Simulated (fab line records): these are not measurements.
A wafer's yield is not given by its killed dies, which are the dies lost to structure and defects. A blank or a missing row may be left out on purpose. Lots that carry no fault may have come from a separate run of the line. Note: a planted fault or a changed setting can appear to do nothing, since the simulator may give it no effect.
Chamber matching -- flow sky130 -- 4 sister chambers for SKY_VIA2_CMP_02 on cmp-02
The step polishes SiO2. 4 wafers are shown with their chamber, then 8 later ones without.

## WAFERS PAIRED WITH THEIR CHAMBERS
wafer,chamber,motor_current_A (A)
L139.1,3,13.1
L141.2,2,14.6
L141.5,1,13.5
L144.1,0,13.0

## WAFERS WITHOUT THEIR CHAMBER
wafer,motor_current_A (A)
L144.4,14.2
L144.5,12.4
L153.2,12.7
L153.4,13.6
L153.6,14.8
L157.3,14.7
L157.5,12.4
L157.6,14.9

## WHICH CHAMBER EACH ONE RAN IN
wafer,from the rows above,in truth
L144.4,can't be placed: 2 or 1 or 3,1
L144.5,can't be placed: 0 or 3 or 1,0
L153.2,can't be placed: 0 or 3 or 1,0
L153.4,can't be placed: 1 or 3 or 0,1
L153.6,2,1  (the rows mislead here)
L157.3,2,2
L157.5,can't be placed: 0 or 3 or 1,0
L157.6,2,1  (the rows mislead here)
Correctly placed: 1 of 8. Not placeable from these rows: 5 (in 5, the candidates include the true chamber). Number placed wrongly: 2.
How it was worked out, from the rows above alone: a wafer's distance from a chamber is the root of the sum, over the readings, of the square of ((its reading less the chamber's mean) divided by the reading's scatter). The wafer belongs to the nearest chamber; if the next one is less than 2 further off, it can't be placed. A chamber's mean is the mean of its shown wafers. The scatter (one wafer shown for each chamber): square how far every hidden wafer sits from the nearest shown wafer, average those squares and take the square root.
